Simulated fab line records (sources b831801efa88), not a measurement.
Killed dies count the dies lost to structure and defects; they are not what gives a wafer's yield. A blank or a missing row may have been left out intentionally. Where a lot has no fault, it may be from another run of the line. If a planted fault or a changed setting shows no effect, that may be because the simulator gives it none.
fab line records | flow sky130
[record] lots = 14 | wafers = 42 | lastDay = 47
route steps=708 shown SONOS_ONO@185 GATE_OXIDE@201 LDD_P@264 LDD_LDN@301
lots that met no fault: from a run of the same line without faults
startH: hours from the record's first day to the start of the lot's first wafer shown | waitH: how many hours have passed since the lot's step before this one | " unchanged from the row above | L1.1+2: one row covering several wafers at once | - either no value or no given start | * or withheld: withheld | < > ~ a bound
route shown NAME@n: a module of which the file shows steps, and the number in the route of the first | usual: the fault-free wafers' mean and standard deviation | same: alike in all rows | chamber/n: place in a boat | sites: the reading at each site | _std_site: how widely they spread, as a standard deviation | _edge_site: the outer-site mean with the inner-site mean subtracted | radiusMm: for every site, how far away it sits from the centre of the wafer | mask NAME#n: copy n | behind: tool/chamber where the wafer was last shaped | hold: cause of the lot's hold/its duration in hours/its outcome | device: names the non-switching transistor (n, p or np) | end of line: the same wafers' tests at the end of the route | a step given without rows: its recipe and nothing more | killed: at the first sort, the dies lost to defects and structure; wafer yield is something else | map: per-die view of a wafer (x killed, . not killed, _ where there is no die)
set.NAME: the run value of the setting; set.NAME@STEP: its run value at that earlier step | model.NAME: the simulator's own value behind a step, which no gauge read
a sample of lots followed through the steps of the route, with each step as a table and each wafer as a row
services: a tool's chamber out of use, with start hour (startH, from the record's first day; less than 0 if before it), hours out, and reason
[[steps]]
[step SKY_SONOS_ONO_STRIP_17]
[recipe] chemistry = O2/N2 | powerW = 1400 | pressureMtorr = 1500 | platenTempC = withheld | o2FlowSccm = 3000 | n2FlowSccm = 300 | overashFraction = 0.5
[usual] drypumpMotorCurrentA = 5.4/0.44 | oesProductAu = 0.710/0.0044 | stripTimeToEndpointS = 14.10/0.038
[same] overashFraction = 0.5
lot.wafer | tool           | chamber | startH | waitH | drypumpMotorCurrentA | oesProductAu | rfHoursCounterH | stripTimeToEndpointS
L860.1    | plasmaAsher-03 | 1       | 296.24 | 0.0   | 6.2                  | 0.706        | 50              | 14.08
L860.4    | "              | 1       | "      | "     | 6.2                  | 0.708        | -               | 14.06
L860.6    | "              | 0       | "      | "     | 5.3                  | 0.706        | -               | 14.08
L861.2    | plasmaAsher-01 | 1       | 296.42 | 0.0   | 5.3                  | 0.709        | 60              | 14.07
L861.4    | "              | 0       | "      | "     | 5.4                  | 0.711        | -               | 14.06
L861.5    | "              | 1       | "      | "     | 5.3                  | 0.707        | -               | 14.09
L862.2    | plasmaAsher-03 | 0       | 314.06 | 0.0   | 5.3                  | 0.704        | 51              | 14.10
L862.3    | "              | 1       | "      | "     | 6.2                  | 0.711        | -               | 14.11
L862.6    | "              | 1       | "      | "     | 6.2                  | 0.710        | -               | 14.12
L863.2    | plasmaAsher-04 | 0       | 314.34 | 0.0   | 5.5                  | 0.714        | 20              | 14.13
L863.3    | "              | 0       | "      | "     | 5.5                  | 0.704        | -               | 14.10
L863.5    | "              | 0       | "      | "     | 5.5                  | 0.715        | -               | 14.10
L864.2    | plasmaAsher-03 | 0       | 319.74 | 0.0   | 5.3                  | 0.716        | 52              | 14.10
L864.4    | "              | 1       | "      | "     | 6.2                  | 0.707        | -               | 14.10
L864.5    | "              | 1       | "      | "     | 6.2                  | 0.709        | -               | 14.12
L865.1    | plasmaAsher-04 | 0       | 320.99 | 0.0   | 5.5                  | 0.703        | 20              | 14.08
L865.2    | "              | 1       | "      | "     | 4.9                  | 0.712        | 20              | 14.12
L865.6    | "              | 1       | "      | "     | 4.9                  | 0.708        | -               | 14.11
L867.1    | plasmaAsher-04 | 0       | 334.06 | 0.0   | 5.5                  | 0.714        | 22              | 14.14
L867.2    | "              | 1       | "      | "     | 4.9                  | 0.707        | 22              | 14.08
L867.3    | "              | 0       | "      | "     | 5.5                  | 0.703        | -               | 14.05
L866.2    | plasmaAsher-03 | 1       | 340.51 | 0.0   | 6.2                  | 0.709        | 54              | 14.13
L866.3    | "              | 0       | "      | "     | 5.3                  | 0.707        | -               | 14.11
L866.5    | "              | 1       | "      | "     | 6.2                  | 0.717        | -               | 14.08
L868.1    | plasmaAsher-03 | 0       | 345.71 | 0.0   | 5.3                  | 0.718        | 55              | 14.17
L868.3    | "              | 0       | "      | "     | 5.2                  | 0.711        | -               | 14.20
L868.6    | "              | 1       | "      | "     | 6.2                  | 0.713        | -               | 14.15
L869.1    | plasmaAsher-01 | 0       | 360.14 | 0.0   | 5.4                  | 0.703        | 66              | 14.12
L869.2    | "              | 1       | "      | "     | 5.3                  | 0.712        | 66              | 14.18
L869.4    | "              | 1       | "      | "     | 5.3                  | 0.716        | -               | 14.14
L871.2    | plasmaAsher-04 | 0       | 375.80 | 0.0   | 5.5                  | 0.709        | 26              | 14.12
L871.4    | "              | 0       | "      | "     | 5.5                  | 0.710        | -               | 14.05
L871.6    | "              | 0       | "      | "     | 5.5                  | 0.706        | -               | 14.07
L872.2    | plasmaAsher-03 | 1       | 383.51 | 0.0   | 6.2                  | 0.709        | 58              | 14.12
L872.5    | "              | 1       | "      | "     | 6.2                  | 0.710        | -               | 14.08
L872.6    | "              | 0       | "      | "     | 5.2                  | 0.708        | -               | 14.08
L873.3    | plasmaAsher-03 | 1       | 388.75 | 0.0   | 6.2                  | 0.712        | -               | 14.14
L873.4    | "              | 0       | "      | "     | 5.3                  | 0.712        | -               | 14.10
L873.5    | "              | 0       | "      | "     | 5.2                  | 0.701        | -               | 14.12
L874.1    | plasmaAsher-04 | 0       | 394.66 | 0.0   | 5.5                  | 0.702        | 28              | 14.08
L874.2    | "              | 1       | "      | "     | 4.9                  | 0.702        | 28              | 14.10
L874.4    | "              | 0       | "      | "     | 5.5                  | 0.709        | -               | 14.09
[step SKY_GATE_OXIDE_TW_MEAS_14]
[usual] GATE_OXIDE_TW = 224.7/2.5
lot.wafer | tool         | chamber | startH | waitH | GATE_OXIDE_TW
L860.1    | filmMetro-04 | -       | 325.23 | 0.1   | 225.9
L860.4    | "            | -       | "      | "     | 226.3
L860.6    | "            | -       | "      | "     | 227.5
L861.2    | filmMetro-01 | -       | 325.55 | 0.1   | 222.1
L861.4    | "            | -       | "      | "     | 221.5
L861.5    | "            | -       | "      | "     | 223.3
L862.2    | filmMetro-03 | -       | 342.36 | 0.1   | 223.0
L862.3    | "            | -       | "      | "     | 224.9
L862.6    | "            | -       | "      | "     | 224.7
L863.2    | filmMetro-04 | -       | 342.97 | 0.1   | 226.1
L863.3    | "            | -       | "      | "     | 226.2
L863.5    | "            | -       | "      | "     | 226.8
L864.2    | filmMetro-03 | -       | 349.25 | 0.1   | 224.0
L864.4    | "            | -       | "      | "     | 221.9
L864.5    | "            | -       | "      | "     | 222.8
L865.1    | filmMetro-04 | -       | 349.88 | 0.1   | 226.0
L865.2    | "            | -       | "      | "     | 227.0
L865.6    | "            | -       | "      | "     | 227.8
L867.1    | filmMetro-04 | -       | 367.45 | 0.1   | 227.2
L867.2    | "            | -       | "      | "     | 226.7
L867.3    | "            | -       | "      | "     | 226.7
L866.2    | filmMetro-01 | -       | 373.26 | 0.1   | 222.5
L866.3    | "            | -       | "      | "     | 223.5
L866.5    | "            | -       | "      | "     | 223.0
L868.1    | filmMetro-04 | -       | 379.25 | 0.1   | 227.4
L868.3    | "            | -       | "      | "     | 227.1
L868.6    | "            | -       | "      | "     | 227.6
L869.1    | filmMetro-03 | -       | 392.80 | 0.1   | 222.6
L869.2    | "            | -       | "      | "     | 222.6
L869.4    | "            | -       | "      | "     | 222.5
L871.2    | filmMetro-03 | -       | 407.81 | 0.1   | 223.1
L871.4    | "            | -       | "      | "     | 223.6
L871.6    | "            | -       | "      | "     | 222.3
L872.2    | filmMetro-04 | -       | 414.04 | 0.1   | 226.0
L872.5    | "            | -       | "      | "     | 227.4
L872.6    | "            | -       | "      | "     | 228.0
L873.3    | filmMetro-03 | -       | 420.51 | 0.1   | 223.3
L873.4    | "            | -       | "      | "     | 223.0
L873.5    | "            | -       | "      | "     | 221.9
L874.1    | filmMetro-04 | -       | 426.56 | 0.1   | 226.0
L874.2    | "            | -       | "      | "     | 226.1
L874.4    | "            | -       | "      | "     | 225.6
[step SKY_LDD_P_IMPLANT_09]
[recipe] species = BF2 | energyKev = 25 | doseCm2 = 1e+13 | tiltDeg = withheld
[usual] implantIonAmu = 49/0
lot.wafer | tool         | chamber | startH | waitH | implantIonAmu
L860.1    | implanter-01 | 0       | 449.65 | 0.0   | 49
L860.4    | "            | 0       | "      | "     | 49
L860.6    | "            | 0       | "      | "     | 49
L861.2    | implanter-02 | 0       | 452.49 | 0.0   | 49
L861.4    | "            | 0       | "      | "     | 49
L861.5    | "            | 0       | "      | "     | 49
L863.2    | implanter-04 | 0       | 472.07 | 0.0   | 49
L863.3    | "            | 0       | "      | "     | 49
L863.5    | "            | 0       | "      | "     | 49
L862.2    | implanter-04 | 0       | 474.50 | 0.2   | 49
L862.3    | "            | 0       | "      | "     | 49
L862.6    | "            | 0       | "      | "     | 49
L864.2    | implanter-02 | 0       | 484.09 | 0.0   | 49
L864.4    | "            | 0       | "      | "     | 49
L864.5    | "            | 0       | "      | "     | 49
L865.1    | implanter-02 | 0       | 485.37 | 0.0   | 49
L865.2    | "            | 0       | "      | "     | 49
L865.6    | "            | 0       | "      | "     | 49
L867.1    | implanter-04 | 0       | 496.75 | 0.1   | 49
L867.2    | "            | 0       | "      | "     | 49
L867.3    | "            | 0       | "      | "     | 49
L866.2    | implanter-04 | 0       | 501.62 | 0.0   | 49
L866.3    | "            | 0       | "      | "     | 49
L866.5    | "            | 0       | "      | "     | 49
L868.1    | implanter-02 | 0       | 509.62 | 0.0   | 49
L868.3    | "            | 0       | "      | "     | 49
L868.6    | "            | 0       | "      | "     | 49
L869.1    | implanter-04 | 0       | 523.45 | 0.0   | 49
L869.2    | "            | 0       | "      | "     | 49
L869.4    | "            | 0       | "      | "     | 49
L871.2    | implanter-01 | 0       | 537.94 | 0.0   | 75
L871.4    | "            | 0       | "      | "     | 75
L871.6    | "            | 0       | "      | "     | 75
L872.2    | implanter-02 | 0       | 543.42 | 0.0   | 75
L872.5    | "            | 0       | "      | "     | 75
L872.6    | "            | 0       | "      | "     | 75
L873.3    | implanter-04 | 0       | 556.02 | 0.1   | 75
L873.4    | "            | 0       | "      | "     | 75
L873.5    | "            | 0       | "      | "     | 75
L874.1    | implanter-02 | 0       | 559.85 | 0.0   | 75
L874.2    | "            | 0       | "      | "     | 75
L874.4    | "            | 0       | "      | "     | 75
[step SKY_LDD_P_TW_MEAS_11]
[usual] LDD_P_TW = 632/9.9
lot.wafer | tool         | chamber | startH | waitH | LDD_P_TW
L860.1    | filmMetro-04 | -       | 449.90 | 0.1   | 647
L860.4    | "            | -       | "      | "     | 645
L860.6    | "            | -       | "      | "     | 641
L861.2    | filmMetro-03 | -       | 452.73 | 0.1   | 633
L861.4    | "            | -       | "      | "     | 632
L861.5    | "            | -       | "      | "     | 634
L863.2    | filmMetro-01 | -       | 472.31 | 0.1   | 632
L863.3    | "            | -       | "      | "     | 632
L863.5    | "            | -       | "      | "     | 632
L862.2    | filmMetro-04 | -       | 474.74 | 0.1   | 649
L862.3    | "            | -       | "      | "     | 654
L862.6    | "            | -       | "      | "     | 654
L864.2    | filmMetro-03 | -       | 484.33 | 0.1   | 626
L864.4    | "            | -       | "      | "     | 631
L864.5    | "            | -       | "      | "     | 628
L865.1    | filmMetro-01 | -       | 485.62 | 0.1   | 633
L865.2    | "            | -       | "      | "     | 631
L865.6    | "            | -       | "      | "     | 627
L867.1    | filmMetro-03 | -       | 497.00 | 0.1   | 628
L867.2    | "            | -       | "      | "     | 628
L867.3    | "            | -       | "      | "     | 629
L866.2    | filmMetro-03 | -       | 501.86 | 0.1   | 627
L866.3    | "            | -       | "      | "     | 628
L866.5    | "            | -       | "      | "     | 631
L868.1    | filmMetro-03 | -       | 509.87 | 0.1   | 631
L868.3    | "            | -       | "      | "     | 630
L868.6    | "            | -       | "      | "     | 628
L869.1    | filmMetro-01 | -       | 523.70 | 0.1   | 622
L869.2    | "            | -       | "      | "     | 623
L869.4    | "            | -       | "      | "     | 622
L871.2    | filmMetro-03 | -       | 538.18 | 0.1   | 1038
L871.4    | "            | -       | "      | "     | 1037
L871.6    | "            | -       | "      | "     | 1040
L872.2    | filmMetro-04 | -       | 543.66 | 0.1   | 1073
L872.5    | "            | -       | "      | "     | 1075
L872.6    | "            | -       | "      | "     | 1075
L873.3    | filmMetro-04 | -       | 556.24 | 0.1   | 1071
L873.4    | "            | -       | "      | "     | 1072
L873.5    | "            | -       | "      | "     | 1072
L874.1    | filmMetro-01 | -       | 560.10 | 0.1   | 1042
L874.2    | "            | -       | "      | "     | 1037
L874.4    | "            | -       | "      | "     | 1043
[step SKY_LDD_LDN_STRIP_12]
[recipe] chemistry = O2/N2 | powerW = 1400 | pressureMtorr = 1500 | platenTempC = withheld | o2FlowSccm = 3000 | n2FlowSccm = 300 | overashFraction = 0.5
[usual] drypumpMotorCurrentA = 5.5/0.39 | oesProductAu = 0.716/0.0041 | stripTimeToEndpointS = 14.18/0.038
[same] overashFraction = 0.5
lot.wafer | tool           | chamber | startH | waitH | drypumpMotorCurrentA | oesProductAu | rfHoursCounterH | stripTimeToEndpointS
L860.1    | plasmaAsher-04 | 1       | 540.93 | 0.1   | 4.9                  | 0.723        | 43              | 14.20
L860.4    | "              | 0       | "      | "     | 5.5                  | 0.724        | -               | 14.22
L860.6    | "              | 1       | "      | "     | 4.9                  | 0.720        | -               | 14.20
L861.2    | plasmaAsher-03 | 0       | 544.98 | 0.1   | 5.3                  | 0.715        | 73              | 14.20
L861.4    | "              | 0       | "      | "     | 5.3                  | 0.716        | -               | 14.11
L861.5    | "              | 0       | "      | "     | 5.3                  | 0.709        | -               | 14.15
L863.2    | plasmaAsher-03 | 1       | 563.98 | 0.1   | 6.2                  | 0.716        | 74              | 14.11
L863.3    | "              | 0       | "      | "     | 5.3                  | 0.718        | -               | 14.13
L863.5    | "              | 0       | "      | "     | 5.3                  | 0.715        | -               | 14.16
L862.2    | plasmaAsher-04 | 1       | 565.73 | 0.1   | 4.9                  | 0.718        | 46              | 14.22
L862.3    | "              | 1       | "      | "     | 4.9                  | 0.716        | -               | 14.18
L862.6    | "              | 0       | "      | "     | 5.5                  | 0.719        | -               | 14.18
L864.2    | plasmaAsher-01 | 1       | 575.33 | 0.1   | 5.3                  | 0.715        | 87              | 14.17
L864.4    | "              | 1       | "      | "     | 5.3                  | 0.715        | -               | 14.20
L864.5    | "              | 0       | "      | "     | 5.4                  | 0.709        | -               | 14.22
L865.1    | plasmaAsher-01 | 1       | 576.98 | 0.1   | 5.3                  | 0.716        | 87              | 14.18
L865.2    | "              | 0       | "      | "     | 5.4                  | 0.721        | 87              | 14.17
L865.6    | "              | 0       | "      | "     | 5.4                  | 0.718        | -               | 14.17
L867.1    | plasmaAsher-03 | 0       | 586.93 | 0.1   | 5.2                  | 0.720        | 75              | 14.22
L867.2    | "              | 1       | "      | "     | 6.2                  | 0.716        | 75              | 14.20
L867.3    | "              | 1       | "      | "     | 6.2                  | 0.720        | -               | 14.21
L866.2    | plasmaAsher-03 | 0       | 592.23 | 0.1   | 5.3                  | 0.725        | 76              | 14.14
L866.3    | "              | 1       | "      | "     | 6.1                  | 0.715        | -               | 14.15
L866.5    | "              | 1       | "      | "     | 6.2                  | 0.719        | -               | 14.15
L868.1    | plasmaAsher-01 | 0       | 600.18 | 0.1   | 5.4                  | 0.711        | 90              | 14.15
L868.3    | "              | 0       | "      | "     | 5.4                  | 0.720        | -               | 14.20
L868.6    | "              | 1       | "      | "     | 5.3                  | 0.720        | -               | 14.17
L869.1    | plasmaAsher-01 | 0       | 613.51 | 0.1   | 5.5                  | 0.710        | 91              | 14.17
L869.2    | "              | 1       | "      | "     | 5.3                  | 0.727        | 91              | 14.27
L869.4    | "              | 0       | "      | "     | 5.4                  | 0.712        | -               | 14.20
L871.2    | plasmaAsher-04 | 0       | 626.98 | 0.1   | 5.5                  | 0.712        | 52              | 14.18
L871.4    | "              | 1       | "      | "     | 4.9                  | 0.713        | -               | 14.21
L871.6    | "              | 1       | "      | "     | 4.9                  | 0.716        | -               | 14.21
L872.2    | plasmaAsher-04 | 0       | 632.38 | 0.1   | 5.5                  | 0.707        | 52              | 14.13
L872.5    | "              | 1       | "      | "     | 4.9                  | 0.713        | -               | 14.15
L872.6    | "              | 0       | "      | "     | 5.5                  | 0.721        | -               | 14.17
L873.3    | plasmaAsher-01 | 0       | 644.15 | 0.1   | 5.4                  | 0.713        | -               | 14.13
L873.4    | "              | 1       | "      | "     | 5.3                  | 0.717        | -               | 14.13
L873.5    | "              | 0       | "      | "     | 5.5                  | 0.716        | -               | 14.15
L874.1    | plasmaAsher-01 | 0       | 648.48 | 0.1   | 5.4                  | 0.717        | 95              | 14.11
L874.2    | "              | 1       | "      | "     | 5.3                  | 0.710        | 95              | 14.11
L874.4    | "              | 0       | "      | "     | 5.4                  | 0.712        | -               | 14.11
[[services]]
tool           | chamber | startH | hours | kind
plasmaAsher-03 | -       | 272.52 | 2.7   | repair
plasmaAsher-03 | -       | 273.02 | 6.1   | repair
implanter-02   | -       | 273.36 | 0.7   | repair
implanter-02   | -       | 296.57 | 1.1   | repair
implanter-02   | -       | 302.04 | 6.3   | pm
implanter-01   | -       | 303.45 | 5.6   | repair
plasmaAsher-04 | -       | 318.06 | 2.7   | repair
implanter-02   | -       | 322.87 | 3.6   | repair
plasmaAsher-01 | -       | 326.82 | 10.3  | repair
plasmaAsher-03 | -       | 328.90 | 1.2   | repair
implanter-01   | -       | 352.50 | 4.6   | pm
implanter-02   | -       | 372.02 | 5.4   | repair
implanter-04   | -       | 410.01 | 34.5  | pm
implanter-02   | -       | 438.88 | 5.9   | repair
implanter-02   | -       | 469.59 | 7.5   | repair
plasmaAsher-03 | -       | 479.17 | 28.1  | pm
plasmaAsher-01 | -       | 523.51 | 9.9   | repair
implanter-04   | -       | 560.78 | 3.6   | repair
implanter-02   | -       | 562.31 | 3.0   | repair
plasmaAsher-03 | -       | 566.59 | 14.6  | pm
implanter-02   | -       | 572.83 | 3.2   | repair
implanter-04   | -       | 581.94 | 5.7   | repair
implanter-04   | -       | 614.70 | 3.3   | pm
plasmaAsher-04 | -       | 618.87 | 3.2   | repair
[[key]]
[firstSign] step = SKY_LDD_P_IMPLANT_09 | reading = implantIonAmu | direction = up | sigmas = 99+ | usual = 49 | struck = 75
[effect] step = SKY_LDD_P_TW_MEAS_11 | reading = LDD_P_TW | direction = up | sigmas = 43 | usual = 632 | struck = 1056
metAt SKY_LDD_P_IMPLANT_09
struckLots L871,L872,L873,L874
rowsEnd L871.2,L871.4,L871.6,L872.2,L872.5,L872.6,L873.3,L873.4,L873.5,L874.1,L874.2,L874.4
notActingAt SKY_SONOS_ONO_STRIP_17,SKY_GATE_OXIDE_TW_MEAS_14,SKY_LDD_LDN_STRIP_12
onsetBetween 523.45 537.94
[fault] kind = wrongRecipeDownload | tool = implanter-01,implanter-02,implanter-04 | chamber = - | onsetH = 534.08 | steps = SKY_LDD_P_IMPLANT_09 | wrongRecipe.notListed = 1
// rowsEnd: these wafers met a further fault down the route, and their rows from its step on are left out
